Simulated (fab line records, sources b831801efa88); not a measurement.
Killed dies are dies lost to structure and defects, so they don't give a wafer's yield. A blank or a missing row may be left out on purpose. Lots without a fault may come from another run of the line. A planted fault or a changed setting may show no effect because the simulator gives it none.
Problem report in the 8D (eight disciplines) form, filled by code | flow sky130 | the parts of the form that need people (team, actions taken, sign-off) are left out

1. THE PROBLEM
dose_ions_cm2 at SKY_VT_ADJUST_PCH_IMPLANT_08 reads a mean of 4.426e+11 on 6 wafers of 2 lots; wafers without a fault read 5.001e+11 with a standard deviation of 4.7e+08. That is -99 or more standard deviations from the usual mean.
First seen on wafer L615.1, day 15 05:13, on implanter-02. The record holds 42 wafers of 14 lots with a number at this step. Rule for "out", or "out of limits": more than 4 standard deviations from the usual mean. The other wafers with a number count as sound.

2. WHAT IT IS AND WHAT IT IS NOT
question                    | is                     | is not
which readings at this step | dose_ions_cm2          | -
which lots                  | L615, L617             | L600, L601, L604, L605, L606, L607, L608, L611, L612, L620, L621, L622
which wafers of those lots  | all that have a number | -
read on which tools         | implanter-02           | implanter-01, implanter-04
when                        | from day 15 05:13      | up to then (27 sound wafers); but 9 sound wafers of L620, L621, L622 came after

3. SUSPECTS, AND WHAT RULES EACH OUT
Counting: a tool at a process step up to the reading stays a suspect if it ran every lot that is out and no sound lot after the first of them.
- implanter-02 at SKY_VT_ADJUST_PCH_IMPLANT_08: kept. It ran every lot that is out, first L615 (day 15 05:13), and no sound lot after that; its last sound lot up to then is L611 (day 14 08:08). Its own readings are out on those wafers: dose_ions_cm2.
Left after counting: implanter-02 at SKY_VT_ADJUST_PCH_IMPLANT_08.

4. THE CAUSE (what the simulator had put in)
Process parameter drift: implanter-02, from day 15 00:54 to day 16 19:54, at SKY_VT_ADJUST_PCH_IMPLANT_08. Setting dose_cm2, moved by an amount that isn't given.
Counting left only this tool.

5. THE CHAIN OF EFFECTS, in route order
Each row: a reading whose mean over the struck wafers that have a number lies more than 3 standard deviations from the usual. Only readings for which the record gives a usual standard deviation are gone through. hours: the time from each lot's start at the first step in this table that gives one to its start at this step, as a median over the lots. sigmas: the change in usual standard deviations.
hours | step                         | reading            | usual     | on struck wafers | change     | sigmas
0     | SKY_VT_ADJUST_PCH_IMPLANT_08 | dose_ions_cm2      | 5.001e+11 | 4.426e+11        | -5.747e+10 | -99 or more
0     | SKY_VT_ADJUST_PCH_IMPLANT_08 | faraday_current_uA | 2.82      | 2.48             | -0.34      | -5.2
The process steps in it:
- SKY_VT_ADJUST_PCH_IMPLANT_08

6. WHAT WOULD HAVE CAUGHT IT SOONER
In this record the first reading out of limits was taken at day 15 05:13, 4 hours after the fault began at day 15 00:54.
